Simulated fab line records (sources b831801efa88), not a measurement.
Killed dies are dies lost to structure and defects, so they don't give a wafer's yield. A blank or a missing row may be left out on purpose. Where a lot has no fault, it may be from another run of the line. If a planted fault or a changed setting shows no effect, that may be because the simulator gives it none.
fab line records ; flow sfqLine
record lots=7; wafers=18; lastDay=83
route steps=325 shown A5B@209 R5@212
lots with no fault: from the same line, run without faults
startH: hours from the record's first day to the start of the lot's first wafer shown ; waitH: hours from the lot's prior step to this one ; " same as the row above ; L1.1+2: one row covering several wafers at once ; - no value present, or no start provided ; * or withheld: withheld ; < > ~ a bound
route shown NAME@n: names a module that has steps shown in the file, with the first one's number in the route ; usual: average and standard deviation across the fault-free wafers ; same: alike in all rows ; chamber/n: place in a boat ; sites: the reading at each site ; _std_site: the values' standard deviation ; _edge_site: outer sites' mean less inner sites' ; radiusMm: how far each site lies from the wafer's centre ; mask NAME#n: copy n ; behind: the tool/chamber that last shaped the wafer ; hold: the reason the lot was held/the length of the hold in hours/how it ended ; device: names the non-switching transistor (n, p or np) ; end of line: at the end of the route, the tests of the same wafers ; a step given without rows: its recipe and nothing more ; killed: the dies lost at the first sort to structure and to defects; this is not the yield of the wafer ; map: per-die view of a wafer (x killed, . not killed, _ where there is no die)
set.NAME: the setting that was run; set.NAME@STEP: the one run at that earlier step ; model.NAME: the simulator's own value behind a step, which no gauge read
lots at some steps of the route; a table a step, a row a wafer
services: the hour from which a tool's chamber was out of use, counted from the record's first day as startH (under 0 if before that day), plus the number of hours and why
## steps
# step SFQ_TRILAYER_A5B_DEP_PECVD_129
# recipe material=SiO2; tempC=150; timeS=133.33; pressureTorr=2.4; rfW=183.3; precursor=SiH4/N2O; targetThkNm=600
# usual heaterPowerOuterW=33/11; heaterPowerW=88/17; throttleValvePct=25.5/2
lot.wafer;tool;chamber;startH;waitH;heaterPowerOuterW;heaterPowerW;throttleValvePct
L687.1;pecvd-03;2;1447.11;0.0;28;77;22.9
L687.3;pecvd-03;0;1447.11;0.0;39;102;24.8
L687.4;pecvd-03;1;1447.11;0.0;27;78;27.8
L688.3;pecvd-01;0;1448.31;0.0;11;61;26.3
L688.4;pecvd-01;2;1448.31;0.0;30;74;25.7
L688.5;pecvd-01;1;1448.31;0.0;49;111;28.3
L692.3;pecvd-04;2;1491.31;0.0;32;89;23.2
L692.4;pecvd-04;0;1491.31;0.0;51;116;23.0
L694.4;pecvd-04;0;1513.68;0.0;42;102;23.3
L694.5;pecvd-04;2;1513.68;0.0;26;81;23.3
L696.3;pecvd-03;2;1528.09;0.0;26;75;23.1
L696.4;pecvd-03;1;1528.09;0.0;29;80;27.6
L701.1;pecvd-01;0;1685.09;0.0;14;63;27.0
L701.3;pecvd-01;1;1685.09;0.0;42;102;28.9
L701.5;pecvd-01;2;1685.09;0.0;28;73;26.0
L702.2;pecvd-01;2;1692.75;0.0;33;78;25.8
L702.4;pecvd-01;0;1692.75;0.0;10;57;27.0
L702.6;pecvd-01;2;1692.75;0.0;34;80;26.1
# step SFQ_TRILAYER_A5B_CMP_CMP_130
# recipe stopOn=Nb; downForcePsi=3; platenRpm=60; targetThkNm=340.7
# step SFQ_TRILAYER_A5B_METRO_MEASURE_131
# step SFQ_TRILAYER_R5_DEP_SPUTTER_132
# recipe material=Ti; basePressurePa=1.33e-06; targetThkNm=5; powerW=2000; timeS=5; chamberPressurePa=0.4
# usual throttleValvePct=30.0/1.1
lot.wafer;tool;chamber;startH;waitH;throttleValvePct
L687.1;pvdSputter-06;-;1461.63;1.0;29.3
L687.3;pvdSputter-06;-;1461.63;1.0;29.3
L687.4;pvdSputter-06;-;1461.63;1.0;30.6
L688.3;pvdSputter-04;-;1461.76;0.6;30.9
L688.4;pvdSputter-04;-;1461.76;0.6;27.3
L688.5;pvdSputter-04;-;1461.76;0.6;31.0
L692.3;pvdSputter-05;-;1509.63;0.6;32.0
L692.4;pvdSputter-05;-;1509.63;0.6;30.8
L694.4;pvdSputter-06;-;1521.76;0.4;30.5
L694.5;pvdSputter-06;-;1521.76;0.4;29.6
L696.3;pvdSputter-05;-;1536.63;0.6;30.2
L696.4;pvdSputter-05;-;1536.63;0.6;28.2
L701.1;pvdSputter-06;-;1689.38;1.0;29.7
L701.3;pvdSputter-06;-;1689.38;1.0;30.8
L701.5;pvdSputter-06;-;1689.38;1.0;29.5
L702.2;pvdSputter-06;-;1697.04;0.8;30.9
L702.4;pvdSputter-06;-;1697.04;0.8;29.4
L702.6;pvdSputter-06;-;1697.04;0.8;30.7
# step SFQ_TRILAYER_R5_DEP_SPUTTER_133
# recipe material=MoNx; basePressurePa=1.33e-06; targetThkNm=40; powerW=1000; timeS=66.7; chamberPressurePa=0.4
# usual throttleValvePct=30.0/1.1
lot.wafer;tool;chamber;startH;waitH;throttleValvePct
L687.1;pvdSputter-06;-;1461.65;0.0;29.2
L687.3;pvdSputter-06;-;1461.65;0.0;29.8
L687.4;pvdSputter-06;-;1461.65;0.0;30.9
L688.3;pvdSputter-04;-;1461.78;0.0;30.8
L688.4;pvdSputter-04;-;1461.78;0.0;27.5
L688.5;pvdSputter-04;-;1461.78;0.0;30.7
L692.3;pvdSputter-05;-;1509.65;0.0;32.0
L692.4;pvdSputter-05;-;1509.65;0.0;30.7
L694.4;pvdSputter-06;-;1521.78;0.0;30.7
L694.5;pvdSputter-06;-;1521.78;0.0;29.5
L696.3;pvdSputter-05;-;1536.65;0.0;30.5
L696.4;pvdSputter-05;-;1536.65;0.0;28.2
L701.1;pvdSputter-06;-;1689.40;0.0;29.7
L701.3;pvdSputter-06;-;1689.40;0.0;30.5
L701.5;pvdSputter-06;-;1689.40;0.0;29.4
L702.2;pvdSputter-06;-;1697.06;0.0;30.8
L702.4;pvdSputter-06;-;1697.06;0.0;29.1
L702.6;pvdSputter-06;-;1697.06;0.0;30.9
# step SFQ_TRILAYER_R5_DEP_SPUTTER_134
# recipe material=Ti; basePressurePa=1.33e-06; targetThkNm=5; powerW=2000; timeS=5; chamberPressurePa=0.4
# usual throttleValvePct=30.0/1.1
lot.wafer;tool;chamber;startH;waitH;throttleValvePct
L687.1;pvdSputter-06;-;1461.70;0.0;29.0
L687.3;pvdSputter-06;-;1461.70;0.0;29.2
L687.4;pvdSputter-06;-;1461.70;0.0;30.7
L688.3;pvdSputter-04;-;1461.83;0.0;31.1
L688.4;pvdSputter-04;-;1461.83;0.0;27.6
L688.5;pvdSputter-04;-;1461.83;0.0;30.4
L692.3;pvdSputter-05;-;1509.70;0.0;32.1
L692.4;pvdSputter-05;-;1509.70;0.0;30.9
L694.4;pvdSputter-06;-;1521.83;0.0;30.6
L694.5;pvdSputter-06;-;1521.83;0.0;29.7
L696.3;pvdSputter-05;-;1536.70;0.0;30.6
L696.4;pvdSputter-05;-;1536.70;0.0;28.3
L701.1;pvdSputter-06;-;1689.45;0.0;29.6
L701.3;pvdSputter-06;-;1689.45;0.0;30.8
L701.5;pvdSputter-06;-;1689.45;0.0;29.6
L702.2;pvdSputter-06;-;1697.11;0.0;30.7
L702.4;pvdSputter-06;-;1697.11;0.0;29.7
L702.6;pvdSputter-06;-;1697.11;0.0;30.9
# step SFQ_R5_RS_MEAS_933
# recipe thkMeasGauge=four-point-probe; reads=Ti_of_TRILAYER_R5_DEP_SPUTTER_134+MoNx_of_TRILAYER_R5_DEP_SPUTTER_133+Ti_of_TRILAYER_R5_DEP_SPUTTER_132
# usual R5_MONX_RS=7.10/0.079
lot.wafer;tool;chamber;startH;waitH;R5_MONX_RS[ohm/sq]
L687.1;filmMetro-03;-;1461.72;0.0;7.06
L687.3;filmMetro-03;-;1461.72;0.0;7.10
L687.4;filmMetro-03;-;1461.72;0.0;7.10
L688.3;filmMetro-02;-;1461.89;0.0;7.13
L688.4;filmMetro-02;-;1461.89;0.0;7.07
L688.5;filmMetro-02;-;1461.89;0.0;7.17
L692.3;filmMetro-02;-;1509.76;0.0;7.01
L692.4;filmMetro-02;-;1509.76;0.0;7.11
L694.4;filmMetro-02;-;1521.91;0.1;7.17
L694.5;filmMetro-02;-;1521.91;0.1;7.09
L696.3;filmMetro-02;-;1536.76;0.0;7.16
L696.4;filmMetro-02;-;1536.76;0.0;7.14
L701.1;filmMetro-03;-;1689.47;0.0;7.12
L701.3;filmMetro-03;-;1689.47;0.0;7.16
L701.5;filmMetro-03;-;1689.47;0.0;7.14
L702.2;filmMetro-02;-;1697.15;0.0;7.01
L702.4;filmMetro-02;-;1697.15;0.0;7.04
L702.6;filmMetro-02;-;1697.15;0.0;7.01
# step SFQ_R5_THK_MEAS_934
# recipe thkMeasGauge=xrf; reads=MoNx_of_TRILAYER_R5_DEP_SPUTTER_133
# usual R5_MONX_THK=39.4/0.47
lot.wafer;tool;chamber;startH;waitH;R5_MONX_THK[nm]
L687.1;filmMetro-03;-;1461.84;0.1;39.3
L687.3;filmMetro-03;-;1461.84;0.1;39.1
L687.4;filmMetro-03;-;1461.84;0.1;39.5
L688.3;filmMetro-02;-;1461.99;0.1;39.1
L688.4;filmMetro-02;-;1461.99;0.1;39.3
L688.5;filmMetro-02;-;1461.99;0.1;38.9
L692.3;filmMetro-02;-;1509.86;0.1;39.8
L692.4;filmMetro-02;-;1509.86;0.1;39.1
L694.4;filmMetro-02;-;1522.00;0.1;39.2
L694.5;filmMetro-02;-;1522.00;0.1;39.3
L696.3;filmMetro-02;-;1536.86;0.1;39.0
L696.4;filmMetro-02;-;1536.86;0.1;39.4
L701.1;filmMetro-03;-;1689.59;0.1;39.5
L701.3;filmMetro-03;-;1689.59;0.1;39.0
L701.5;filmMetro-03;-;1689.59;0.1;39.2
L702.2;filmMetro-02;-;1697.26;0.1;39.5
L702.4;filmMetro-02;-;1697.26;0.1;39.4
L702.6;filmMetro-02;-;1697.26;0.1;39.5
# step SFQ_TRILAYER_R5_LITHO_COAT_141
# recipe resist=BARC; spinRpm=3000; resistThkNm=62
# step SFQ_TRILAYER_R5_LITHO_COAT_136
# recipe resist=KrF; spinRpm=3000; resistThkNm=600
# step SFQ_TRILAYER_R5_LITHO_SOFTBAKE_140
# recipe tempC=withheld; timeS=withheld; resist=KrF
# step SFQ_TRILAYER_R5_LITHO_EXPOSE_137
# recipe maskId=R5; na=0.6; sourceShape=conventional; sigmaOuter=0.65; targetCdNm=500; doseMj=14.4
# step SFQ_TRILAYER_R5_LITHO_PEB_139
# recipe pebTempC=115; pebTimeS=60; resist=KrF
# usual plateTempC=114.99/0.13
lot.wafer;tool;chamber;startH;waitH;plateTempC
L687.1;lithoTrack-03;0;1477.95;1.0;114.86
L687.3;lithoTrack-03;0;1477.95;1.0;114.92
L687.4;lithoTrack-03;0;1477.95;1.0;114.99
L688.3;lithoTrack-04;0;1479.20;0.7;114.73
L688.4;lithoTrack-04;0;1479.20;0.7;115.07
L688.5;lithoTrack-04;0;1479.20;0.7;114.87
L692.3;lithoTrack-04;0;1518.30;0.7;115.02
L692.4;lithoTrack-04;0;1518.30;0.7;114.98
L694.4;lithoTrack-04;0;1534.18;0.7;114.96
L694.5;lithoTrack-04;0;1534.18;0.7;115.11
L696.3;lithoTrack-04;0;1544.78;0.7;115.04
L696.4;lithoTrack-04;0;1544.78;0.7;115.14
L701.1;lithoTrack-01;0;1691.73;1.0;115.02
L701.3;lithoTrack-01;0;1691.73;1.0;115.13
L701.5;lithoTrack-01;0;1691.73;1.0;114.98
L702.2;lithoTrack-04;0;1699.41;0.8;115.00
L702.4;lithoTrack-04;0;1699.41;0.8;115.17
L702.6;lithoTrack-04;0;1699.41;0.8;115.18
# step SFQ_TRILAYER_R5_LITHO_DEVELOP_138
# recipe timeS=60; resist=KrF
# step SFQ_R5_OVL_MEAS_935
# usual R5_OVL=0/5.1
lot.wafer;tool;chamber;startH;waitH;R5_OVL[nm]
L687.1;overlay-02;-;1478.25;0.1;9
L687.3;overlay-02;-;1478.25;0.1;6
L687.4;overlay-02;-;1478.25;0.1;-3
L688.3;overlay-02;-;1479.46;0.1;4
L688.4;overlay-02;-;1479.46;0.1;1
L688.5;overlay-02;-;1479.46;0.1;7
L692.3;overlay-02;-;1518.57;0.1;0
L692.4;overlay-02;-;1518.57;0.1;-9
L694.4;overlay-02;-;1534.43;0.1;-5
L694.5;overlay-02;-;1534.43;0.1;2
L696.3;overlay-02;-;1545.04;0.1;7
L696.4;overlay-02;-;1545.04;0.1;-2
L701.1;overlay-01;-;1692.03;0.1;2
L701.3;overlay-01;-;1692.03;0.1;0
L701.5;overlay-01;-;1692.03;0.1;0
L702.2;overlay-01;-;1699.69;0.1;-1
L702.4;overlay-01;-;1699.69;0.1;-5
L702.6;overlay-01;-;1699.69;0.1;2
# step SFQ_TRILAYER_R5_BARC_OPEN_METAL_ETCH_177
# recipe maskMaterial=PR; chemistry=O2; targetDepthNm=125; target=BARC; icpW=600; biasW=80; pressureMtorr=10; timeS=41.7
# usual chamberPressureMTorr=9.999/0.0096; drypumpMotorCurrentA=5.71/0.3; heBacksideLeakSccm=3.5/0.4; oesProductAu=0.686/0.0044
lot.wafer;tool;chamber;startH;waitH;chamberPressureMTorr;drypumpMotorCurrentA;heBacksideLeakSccm;oesProductAu;rfHoursCounterH;model.R5.cdNm
L687.1;rieMetal-02;1;1478.28;0.0;10.009;5.87;3.7;0.686;74;501.7
L687.3;rieMetal-02;0;1478.28;0.0;10.007;5.64;3.5;0.688;-;502.7
L687.4;rieMetal-02;1;1478.28;0.0;9.997;5.86;3.3;0.691;-;502
L688.3;rieMetal-01;1;1479.50;0.0;10.003;6.10;3.8;0.684;-;500.6
L688.4;rieMetal-01;0;1479.50;0.0;10.015;5.36;3.4;0.685;-;498.9
L688.5;rieMetal-01;0;1479.50;0.0;10.007;5.34;3.3;0.687;-;497.9
L692.3;rieMetal-02;1;1518.61;0.0;10.005;5.89;3.4;0.686;-;446.2
L692.4;rieMetal-02;0;1518.61;0.0;9.980;5.64;3.6;0.684;-;502.3
L694.4;rieMetal-02;0;1534.47;0.0;10.007;5.65;3.5;0.684;-;498.7
L694.5;rieMetal-02;1;1534.47;0.0;9.984;5.90;3.4;0.690;-;444
L696.3;rieMetal-01;1;1545.11;0.1;9.992;6.08;3.9;0.686;-;442.4
L696.4;rieMetal-01;1;1545.11;0.1;9.990;6.10;3.5;0.691;-;497.2
L701.1;rieMetal-04;0;1692.06;0.0;9.992;5.51;3.8;0.684;82;500.9
L701.3;rieMetal-04;0;1692.06;0.0;10.008;5.54;3.8;0.676;-;501.7
L701.5;rieMetal-04;0;1692.06;0.0;9.996;5.52;3.8;0.684;-;502.7
L702.2;rieMetal-02;0;1699.72;0.0;9.997;5.65;3.4;0.689;88;499.6
L702.4;rieMetal-02;0;1699.72;0.0;10.009;5.64;3.1;0.691;-;500.5
L702.6;rieMetal-02;1;1699.72;0.0;9.988;5.91;3.4;0.684;-;499.4
# step SFQ_TRILAYER_R5_ETCH_METAL_ETCH_139
# recipe stopOn=SiO2; maskMaterial=PR; chemistry=Cl2; targetDepthNm=60; icpW=600; biasW=80; pressureMtorr=10; timeS=40
# usual chamberPressureMTorr=10.000/0.0089; drypumpMotorCurrentA=5.71/0.29; heBacksideLeakSccm=3.5/0.34; oesProductAu=0.985/0.0078
lot.wafer;tool;chamber;startH;waitH;chamberPressureMTorr;drypumpMotorCurrentA;heBacksideLeakSccm;oesProductAu;rfHoursCounterH;model.R5.cdNm
L687.1;rieMetal-02;1;1478.34;0.0;10.010;5.89;3.2;0.983;74;502.1
L687.3;rieMetal-02;0;1478.34;0.0;9.996;5.65;3.4;0.988;-;502.7
L687.4;rieMetal-02;1;1478.34;0.0;10.002;5.89;3.2;0.986;-;502.1
L688.3;rieMetal-01;1;1479.56;0.0;10.000;6.06;3.5;0.972;-;501.1
L688.4;rieMetal-01;0;1479.56;0.0;10.020;5.37;3.4;0.979;-;499.2
L688.5;rieMetal-01;0;1479.56;0.0;9.996;5.37;3.4;0.970;-;497.9
L692.3;rieMetal-02;1;1518.67;0.0;10.011;5.89;3.3;0.988;-;446
L692.4;rieMetal-02;0;1518.67;0.0;10.007;5.64;3.6;0.992;-;501.8
L694.4;rieMetal-02;0;1534.52;0.0;9.984;5.66;3.6;0.989;-;498.5
L694.5;rieMetal-02;1;1534.52;0.0;10.001;5.90;3.1;0.986;-;444.1
L696.3;rieMetal-01;1;1545.22;0.1;10.005;6.10;3.6;0.982;-;442.9
L696.4;rieMetal-01;1;1545.22;0.1;10.000;6.07;3.6;0.991;-;498
L701.1;rieMetal-04;0;1692.12;0.0;9.996;5.49;3.8;0.982;82;500.4
L701.3;rieMetal-04;0;1692.12;0.0;10.013;5.49;3.9;0.983;-;501.6
L701.5;rieMetal-04;0;1692.12;0.0;9.972;5.49;3.9;0.987;-;502.2
L702.2;rieMetal-02;0;1699.78;0.0;10.005;5.65;3.7;0.989;88;499.6
L702.4;rieMetal-02;0;1699.78;0.0;10.002;5.65;3.8;0.996;-;500.5
L702.6;rieMetal-02;1;1699.78;0.0;10.007;5.89;3.4;0.986;-;499.6
# step SFQ_TRILAYER_R5_STRIP_STRIP_140
# recipe gas=O2; powerW=200; platenTempC=40; overashFraction=0.65; chemistry=O2; pressureMtorr=50
# usual chamberPressureMTorr=50.00/0.047; drypumpMotorCurrentA=5.71/0.29; heBacksideLeakSccm=3.5/0.32; oesProductAu=0.989/0.012
lot.wafer;tool;chamber;startH;waitH;chamberPressureMTorr;drypumpMotorCurrentA;heBacksideLeakSccm;oesProductAu;rfHoursCounterH
L687.1;rieMetal-02;1;1478.40;0.0;49.95;5.88;3.1;0.989;75
L687.3;rieMetal-02;0;1478.40;0.0;50.03;5.64;3.6;0.997;-
L687.4;rieMetal-02;1;1478.40;0.0;50.00;5.89;3.2;0.990;-
L688.3;rieMetal-01;1;1479.80;0.2;49.99;6.08;3.6;0.975;-
L688.4;rieMetal-01;0;1479.80;0.2;49.98;5.33;3.4;0.975;-
L688.5;rieMetal-01;0;1479.80;0.2;50.01;5.34;3.5;0.964;-
L692.3;rieMetal-02;1;1518.91;0.2;50.01;5.87;3.5;0.995;-
L692.4;rieMetal-02;0;1518.91;0.2;49.97;5.64;3.7;0.994;-
L694.4;rieMetal-02;0;1534.76;0.2;50.08;5.64;3.6;0.991;-
L694.5;rieMetal-02;1;1534.76;0.2;49.98;5.86;3.4;0.996;-
L696.3;rieMetal-01;1;1545.70;0.5;50.10;6.08;3.8;0.987;-
L696.4;rieMetal-01;1;1545.70;0.5;49.97;6.08;4.0;0.980;-
L701.1;rieMetal-04;0;1692.18;0.0;50.06;5.53;3.7;0.990;82
L701.3;rieMetal-04;0;1692.18;0.0;50.00;5.51;3.7;0.992;-
L701.5;rieMetal-04;0;1692.18;0.0;49.96;5.50;3.8;0.987;-
L702.2;rieMetal-02;0;1699.84;0.0;49.95;5.64;3.5;0.998;89
L702.4;rieMetal-02;0;1699.84;0.0;50.00;5.64;3.9;1.005;-
L702.6;rieMetal-02;1;1699.84;0.0;50.01;5.89;3.4;0.971;-
## services
tool;chamber;startH;hours;kind
pvdSputter-04;-;1425.00;1.3;repair
pvdSputter-05;2;1439.35;-;consumableReplace:kit
pvdSputter-05;2;1439.35;18.0;scheduledDown
pvdSputter-06;-;1446.65;1.3;repair
rieMetal-01;-;1477.19;1.0;repair
rieMetal-02;1;1487.13;19.3;repair
rieMetal-01;-;1494.21;0.3;repair
pvdSputter-05;-;1510.74;3.7;repair
pecvd-04;-;1520.03;0.7;repair
pecvd-01;0;1540.41;18.9;repair
pecvd-01;-;1541.03;5.4;repair
rieMetal-01;0;1543.38;-;clean
rieMetal-01;0;1543.38;-;consumableReplace:focusRing
rieMetal-01;0;1543.38;20.0;scheduledDown
rieMetal-01;0;1543.38;20.0;ventCycle
rieMetal-04;1;1552.43;3.7;repair
pecvd-04;-;1568.21;4.9;repair
rieMetal-04;0;1600.27;8.1;repair
rieMetal-02;-;1626.85;2.8;pm
pecvd-04;2;1642.43;6.5;repair
pecvd-03;-;1686.25;14.0;pm
pvdSputter-04;-;1690.12;1.2;repair
pecvd-04;-;1692.17;2.8;pm
pecvd-04;-;1698.03;0.6;repair
## key
firstSign none at tools or gauges
modelEffect step=SFQ_TRILAYER_R5_BARC_OPEN_METAL_ETCH_177; value=R5.cdNm; without=499.8; struck=444.2
modelEffect step=SFQ_TRILAYER_R5_ETCH_METAL_ETCH_139; value=R5.cdNm; without=499.9; struck=444.3
metAt SFQ_TRILAYER_R5_LITHO_PEB_139
struckWafers L692.3,L694.5,L696.3
onsetBetween 1479.20 1518.30
fault kind=processParameterDrift; tool=lithoTrack-04; chamber=-; onsetH=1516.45; steps=SFQ_TRILAYER_R5_LITHO_PEB_139; channel=pebTimeS; offset=*; shape=step; endH=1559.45; scope=struckWafersOnly; actsIn=*; stated=*
